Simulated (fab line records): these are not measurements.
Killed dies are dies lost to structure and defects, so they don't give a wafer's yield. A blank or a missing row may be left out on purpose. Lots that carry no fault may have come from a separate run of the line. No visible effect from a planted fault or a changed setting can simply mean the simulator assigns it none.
fab line records -- flow sky130
record: lots: 12, wafers: 36, last-day: 50
route steps=708 shown METAL1@435 METAL4@631 VIA4@658 PASSIVATION@683 PAD_OPEN@708
lots untouched by any fault: they come from a run of this same line in which no faults occurred
start-h: hours from the record's opening day to when the first of the lot's shown wafers began -- wait-h: time in hours since the lot's previous step -- " as in the row above -- L1.1+2: several wafers, shown together as one row -- - either no value or no given start -- * or withheld: withheld -- < > ~ a bound
route shown NAME@n: a module of which the file shows steps, and the number in the route of the first -- usual: mean and standard deviation over wafers with no fault -- same: alike in all rows -- chamber/n: place in a boat -- sites: readings site by site -- _std_site: standard deviation across them -- _edge_site: the outer-site mean with the inner-site mean subtracted -- radius-mm: how far each site lies from the wafer's centre -- mask NAME#n: copy n -- behind: the tool/chamber that last shaped the wafer -- hold: what put the lot on hold/how long, in hours/how the hold closed -- device: which transistor (n, p or np) failed to switch -- end of line: the same wafers' tests at the end of the route -- a step with no rows: only its recipe -- killed: at the first sort, the dies lost to defects and structure; wafer yield is something else -- map: a wafer's dies, x killed, . not, _ none there
set.NAME: the run value of the setting; set.NAME@STEP: its run value at that earlier step -- model.NAME: the simulator's own value behind a step, which no gauge read
steps of the route over a sample of lots; a table a step, a row a wafer
services: from which hour (start-h, from the record's first day; less than 0 if before it) a tool's chamber was out of use, for how many hours, and why
== steps ==
step: SKY_METAL1_SPUTTER_01
recipe: material: TiN, target-thk-nm: 20, power-w: 6500, time-s: 16.7, chamber-pressure-pa: 0.4
usual: throttle-valve-pct: 29.7/0.88
lot.wafer,tool,chamber,start-h,wait-h,throttle-valve-pct
L244.2,pvd-sputter-02,-,742.61,0.0,29.3
L244.5,pvd-sputter-02,-,742.61,0.0,29.0
L244.6,pvd-sputter-02,-,742.61,0.0,29.3
L246.3,pvd-sputter-03,-,761.49,0.0,29.9
L246.4,pvd-sputter-03,-,761.49,0.0,29.1
L246.6,pvd-sputter-03,-,761.49,0.0,29.0
L247.2,pvd-sputter-03,-,768.44,0.0,29.1
L247.3,pvd-sputter-03,-,768.44,0.0,30.4
L247.6,pvd-sputter-03,-,768.44,0.0,30.3
L248.2,pvd-sputter-04,-,769.25,0.0,30.5
L248.3,pvd-sputter-04,-,769.25,0.0,30.8
L248.5,pvd-sputter-04,-,769.25,0.0,30.5
L249.2,pvd-sputter-04,-,773.14,0.0,27.2
L249.5,pvd-sputter-04,-,773.14,0.0,30.3
L249.6,pvd-sputter-04,-,773.14,0.0,27.5
L251.3,pvd-sputter-03,-,795.41,0.0,29.5
L251.4,pvd-sputter-03,-,795.41,0.0,30.7
L251.6,pvd-sputter-03,-,795.41,0.0,29.3
L253.1,pvd-sputter-03,-,802.05,0.0,29.1
L253.3,pvd-sputter-03,-,802.05,0.0,30.7
L253.5,pvd-sputter-03,-,802.05,0.0,28.7
L259.2,pvd-sputter-03,-,847.91,0.0,29.3
L259.4,pvd-sputter-03,-,847.91,0.0,28.7
L259.6,pvd-sputter-03,-,847.91,0.0,30.4
L262.1,pvd-sputter-03,-,882.48,0.0,30.7
L262.2,pvd-sputter-03,-,882.48,0.0,30.4
L262.5,pvd-sputter-03,-,882.48,0.0,29.0
L263.2,pvd-sputter-02,-,888.38,0.0,28.8
L263.5,pvd-sputter-02,-,888.38,0.0,29.8
L263.6,pvd-sputter-02,-,888.38,0.0,29.0
L266.2,pvd-sputter-02,-,901.23,0.0,28.9
L266.4,pvd-sputter-02,-,901.23,0.0,29.4
L266.5,pvd-sputter-02,-,901.23,0.0,28.8
L267.1,pvd-sputter-04,-,909.16,0.0,27.4
L267.5,pvd-sputter-04,-,909.16,0.0,30.4
L267.6,pvd-sputter-04,-,909.16,0.0,30.9
step: SKY_METAL4_DESCUM_15
recipe: chemistry: O2, source-power-w: 150, bias-power-w: 0, pressure-mtorr: 10, temp-c: 40, time-s: 8
usual: drypump-motor-current-A: 5.78/0.23, he-backside-leak-sccm: 3.20/0.17, oes-product-au: 0.998/0.0089, temp-c: 40.00/0.11
lot.wafer,tool,chamber,start-h,wait-h,drypump-motor-current-A,he-backside-leak-sccm,oes-product-au,rf-hours-counter-h,temp-c
L244.2,rie-metal-04,0,986.70,0.0,5.86,3.01,1.011,18,40.08
L244.5,rie-metal-04,1,986.70,0.0,5.44,3.10,1.009,-,39.79
L244.6,rie-metal-04,0,986.70,0.0,5.85,3.05,1.010,-,39.93
L246.3,rie-metal-02,0,1000.38,0.0,6.03,3.18,1.002,-,39.96
L246.4,rie-metal-02,1,1000.38,0.0,5.84,3.56,0.988,-,40.00
L246.6,rie-metal-02,1,1000.38,0.0,5.87,3.36,0.981,-,40.09
L247.2,rie-metal-03,1,1007.48,0.0,5.46,3.04,0.994,6,40.01
L247.3,rie-metal-03,1,1007.48,0.0,5.50,3.10,0.993,-,40.09
L247.6,rie-metal-03,0,1007.48,0.0,6.01,3.38,0.984,-,39.93
L248.2,rie-metal-04,1,1007.83,0.0,5.47,3.17,0.996,14,40.09
L248.3,rie-metal-04,1,1007.83,0.0,5.47,3.14,0.993,-,39.97
L248.5,rie-metal-04,0,1007.83,0.0,5.85,3.16,1.008,-,40.12
L249.2,rie-metal-04,1,1010.57,0.0,5.48,3.24,1.009,14,40.18
L249.5,rie-metal-04,0,1010.57,0.0,5.86,3.05,1.014,-,40.06
L249.6,rie-metal-04,1,1010.57,0.0,5.44,3.19,1.004,-,40.00
L251.3,rie-metal-04,0,1030.31,0.0,5.84,2.89,1.000,-,40.07
L251.4,rie-metal-04,1,1030.31,0.0,5.42,3.03,0.989,-,40.17
L251.6,rie-metal-04,1,1030.31,0.0,5.44,3.18,0.995,-,39.94
L253.1,rie-metal-04,0,1036.62,0.0,5.84,3.06,0.998,21,40.09
L253.3,rie-metal-04,0,1036.62,0.0,5.85,3.22,1.012,-,40.01
L253.5,rie-metal-04,1,1036.62,0.0,5.48,3.19,1.001,-,40.02
L259.2,rie-metal-03,1,1072.30,0.0,5.46,3.06,0.986,10,39.99
L259.4,rie-metal-03,0,1072.30,0.0,5.98,3.31,0.992,-,39.96
L259.6,rie-metal-03,0,1072.30,0.0,5.98,3.25,0.986,-,40.00
L262.1,rie-metal-04,0,1101.62,0.0,5.85,3.03,1.013,26,40.12
L262.2,rie-metal-04,1,1101.62,0.0,5.48,3.24,1.006,21,39.66
L262.5,rie-metal-04,0,1101.62,0.0,5.85,3.06,1.013,-,40.13
L263.2,rie-metal-02,0,1108.33,0.0,6.02,3.24,0.995,19,40.01
L263.5,rie-metal-02,0,1108.33,0.0,6.01,2.98,0.991,-,39.83
L263.6,rie-metal-02,1,1108.33,0.0,5.88,3.46,1.001,-,40.03
L266.2,rie-metal-03,0,1118.03,0.0,5.96,3.29,0.985,15,39.87
L266.4,rie-metal-03,0,1118.03,0.0,5.96,3.16,0.994,-,40.15
L266.5,rie-metal-03,1,1118.03,0.0,5.52,3.13,0.994,-,39.91
L267.1,rie-metal-02,1,1124.01,0.0,5.83,3.15,0.989,22,40.26
L267.5,rie-metal-02,1,1124.01,0.0,5.87,3.27,0.991,-,40.09
L267.6,rie-metal-02,0,1124.01,0.0,6.04,3.29,0.996,-,40.09
step: SKY_VIA4_RS_MEAS_19
recipe: thk-meas-gauge: four-point-probe, reads: W_of_VIA4_CVD_18+TiN_of_VIA4_SPUTTER_17
usual: VIA4_W_RS: 0.224/0.0032
lot.wafer,tool,chamber,start-h,wait-h,VIA4_W_RS[ohm/sq]
L244.2,film-metro-01,-,1012.24,0.1,0.218
L244.5,film-metro-01,-,1012.24,0.1,0.219
L244.6,film-metro-01,-,1012.24,0.1,0.222
L246.3,film-metro-02,-,1025.85,0.1,0.223
L246.4,film-metro-02,-,1025.85,0.1,0.221
L246.6,film-metro-02,-,1025.85,0.1,0.221
L247.2,film-metro-02,-,1032.50,0.1,0.230
L247.3,film-metro-02,-,1032.50,0.1,0.225
L247.6,film-metro-02,-,1032.50,0.1,0.224
L248.2,film-metro-03,-,1032.85,0.1,0.222
L248.3,film-metro-03,-,1032.85,0.1,0.224
L248.5,film-metro-03,-,1032.85,0.1,0.223
L249.2,film-metro-01,-,1035.85,0.1,0.223
L249.5,film-metro-01,-,1035.85,0.1,0.223
L249.6,film-metro-01,-,1035.85,0.1,0.220
L251.3,film-metro-02,-,1054.22,0.1,0.227
L251.4,film-metro-02,-,1054.22,0.1,0.219
L251.6,film-metro-02,-,1054.22,0.1,0.220
L253.1,film-metro-03,-,1060.78,0.1,0.222
L253.3,film-metro-03,-,1060.78,0.1,0.227
L253.5,film-metro-03,-,1060.78,0.1,0.225
L259.2,film-metro-01,-,1095.99,0.1,0.222
L259.4,film-metro-01,-,1095.99,0.1,0.221
L259.6,film-metro-01,-,1095.99,0.1,0.225
L262.1,film-metro-03,-,1124.06,0.1,0.221
L262.2,film-metro-03,-,1124.06,0.1,0.224
L262.5,film-metro-03,-,1124.06,0.1,0.223
L263.2,film-metro-03,-,1130.32,0.1,0.226
L263.5,film-metro-03,-,1130.32,0.1,0.225
L263.6,film-metro-03,-,1130.32,0.1,0.226
L266.2,film-metro-03,-,1138.85,0.1,0.222
L266.4,film-metro-03,-,1138.85,0.1,0.229
L266.5,film-metro-03,-,1138.85,0.1,0.221
L267.1,film-metro-01,-,1145.42,0.1,0.228
L267.5,film-metro-01,-,1145.42,0.1,0.219
L267.6,film-metro-01,-,1145.42,0.1,0.225
step: SKY_PASSIVATION_CVD_02
recipe: material: Si3N4, target-thk-nm: 540, temp-c: 400, time-s: withheld, rf-w: 450
usual: heater-power-w: 691/110
lot.wafer,tool,chamber,start-h,wait-h,heater-power-w
L244.2,pecvd-01,0,1036.76,0.0,852
L244.5,pecvd-01,2,1036.76,0.0,727
L244.6,pecvd-01,1,1036.76,0.0,694
L246.3,pecvd-01,0,1050.27,0.0,829
L246.4,pecvd-01,1,1050.27,0.0,743
L246.6,pecvd-01,0,1050.27,0.0,856
L247.2,pecvd-04,2,1056.54,0.0,572
L247.3,pecvd-04,0,1056.54,0.0,789
L247.6,pecvd-04,2,1056.54,0.0,457
L248.2,pecvd-01,2,1056.89,0.0,626
L248.3,pecvd-01,1,1056.89,0.0,779
L248.5,pecvd-01,0,1056.89,0.0,869
L249.2,pecvd-03,1,1058.95,0.0,810
L249.5,pecvd-03,0,1058.95,0.0,794
L249.6,pecvd-03,2,1058.95,0.0,695
L251.3,pecvd-01,1,1077.02,0.0,778
L251.4,pecvd-01,0,1077.02,0.0,813
L251.6,pecvd-01,2,1077.02,0.0,700
L253.1,pecvd-04,2,1083.81,0.1,565
L253.3,pecvd-04,0,1083.81,0.1,811
L253.5,pecvd-04,1,1083.81,0.1,642
L259.2,pecvd-03,0,1117.64,0.0,814
L259.4,pecvd-03,1,1117.64,0.0,813
L259.6,pecvd-03,2,1117.64,0.0,614
L262.1,pecvd-04,2,1144.99,0.1,570
L262.2,pecvd-04,0,1144.99,0.1,764
L262.5,pecvd-04,2,1144.99,0.1,486
L263.2,pecvd-04,1,1150.29,0.0,696
L263.5,pecvd-04,1,1150.29,0.0,590
L263.6,pecvd-04,2,1150.29,0.0,453
L266.2,pecvd-04,2,1158.11,0.0,548
L266.4,pecvd-04,2,1158.11,0.0,565
L266.5,pecvd-04,1,1158.11,0.0,582
L267.1,pecvd-01,1,1164.49,0.1,723
L267.5,pecvd-01,2,1164.49,0.1,622
L267.6,pecvd-01,1,1164.49,0.1,736
step: SKY_PAD_OPEN_PROBE_99
usual: defect-limited-yield: 82.4/1.8, killed_at_M0_to_M3: 44/6, killed_at_M4_up: 2.9/1.5, killed-at-contacts: 24/4.9, killed-at-front-end: 16/4.3, killed-at-other: 0.3/0.54, killed-dies: 87/8.7, killed-open: 48/6.7, killed-short: 39/5.9, sort_bin_3_pad_short: 0.9/0.4, sort_bin_5_function: 10.5/1.5, sort_bin_6_memory: 6.2/1.1, sort-n-pass: 405/8.7, sort-yield-pct: 82.4/1.8
same: gross-dies: 492, killed-at-back-side: 0, sort_bin_4_leakage[%]: 0, sort_bin_8_speed[%]: 0
lot.wafer,tool,chamber,start-h,wait-h,defect-limited-yield[%],killed_at_M0_to_M3,killed_at_M4_up,killed-at-contacts,killed-at-front-end,killed-at-other,killed-dies,killed-open,killed-short,sort_bin_3_pad_short[%],sort_bin_5_function[%],sort_bin_6_memory[%],sort-n-pass,sort-yield-pct[%]
L262.1,prober-02,-,1181.08,0.1,83.5,39,2,22,17,1,81,43,36,1.2,10.4,4.9,411,83.5
L262.2,prober-02,-,1181.13,0.1,70.5,101,1,28,13,2,145,47,35,3.0,16.5,10.0,347,70.5
L262.5,prober-02,-,1181.28,0.2,80.7,43,3,32,16,1,95,51,43,1.0,13.2,5.1,397,80.7
killed by level:class
L262.1 VIA2:geometric-particle:open=9 LI_CONTACT:geometric-particle:open=8 VIA1:geometric-particle:open=7 POLY_GATE:geometric-particle:short=5 CONTACT:geometric-particle:short=5 METAL1:geometric-particle:short=5 VIA3:geometric-particle:open=4 LOCAL_INTERCONNECT:geometric-particle:short=4
L262.2 METAL1:unspecified=61 CONTACT:geometric-particle:open=13 VIA1:geometric-particle:open=7 METAL2:geometric-particle:short=6 VIA2:geometric-particle:short=6 VIA2:geometric-particle:open=6 VIA3:geometric-particle:open=5 LI_CONTACT:geometric-particle:open=5
L262.5 CONTACT:geometric-particle:open=15 VIA1:geometric-particle:short=9 VIA2:geometric-particle:open=7 LI_CONTACT:geometric-particle:open=7 CONTACT:geometric-particle:short=5 METAL1:geometric-particle:short=5 VIA1:geometric-particle:open=5 METAL2:geometric-particle:short=4
== services ==
tool,chamber,start-h,hours,kind
pecvd-01,-,726.17,0.6,repair
pecvd-04,2,733.02,18.6,repair
pvd-sputter-02,-,733.77,2.1,repair
pecvd-04,-,739.86,1.8,repair
rie-metal-04,0,749.70,6.0,repair
pvd-sputter-03,-,758.04,2.7,repair
pecvd-04,-,765.84,0.9,repair
rie-metal-03,1,774.82,11.2,repair
rie-metal-03,-,782.90,1.1,repair
pecvd-04,2,816.02,5.6,repair
pecvd-01,2,823.79,12.1,repair
rie-metal-02,1,841.06,8.3,repair
pecvd-04,1,867.20,18.0,repair
pecvd-01,-,874.11,1.6,repair
rie-metal-04,1,918.84,24.1,repair
pecvd-01,-,978.15,0.3,repair
pvd-sputter-03,-,981.37,4.9,repair
pecvd-04,1,1059.46,2.0,repair
pecvd-01,-,1062.84,1.3,repair
pecvd-04,1,1064.94,1.9,repair
pvd-sputter-03,-,1089.81,1.1,repair
rie-metal-04,-,1117.75,1.0,repair
pecvd-01,-,1137.14,1.2,repair
pecvd-04,1,1138.18,10.1,repair
== key ==
first-sign: step: SKY_PAD_OPEN_PROBE_99, reading: killed_at_M0_to_M3, direction: up, sigmas: 9.5, usual: 44, struck: 101
effect: step: SKY_PAD_OPEN_PROBE_99, reading: defect-limited-yield, direction: down, sigmas: 6.7, usual: 82.4, struck: 70.5
met-at SKY_METAL1_SPUTTER_01
struck-lots L262
struck-wafers L262.2
not-acting-at SKY_METAL4_DESCUM_15,SKY_VIA4_RS_MEAS_19,SKY_PASSIVATION_CVD_02
onset-between 847.91 882.48
fault: kind: chamber-particle-source, tool: pvd-sputter-03, chamber: -, onset-h: 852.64, steps: SKY_METAL1_SPUTTER_01, rate-per-visit-cm2: 1.2368, end-h: 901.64, scope: struck-wafers-only
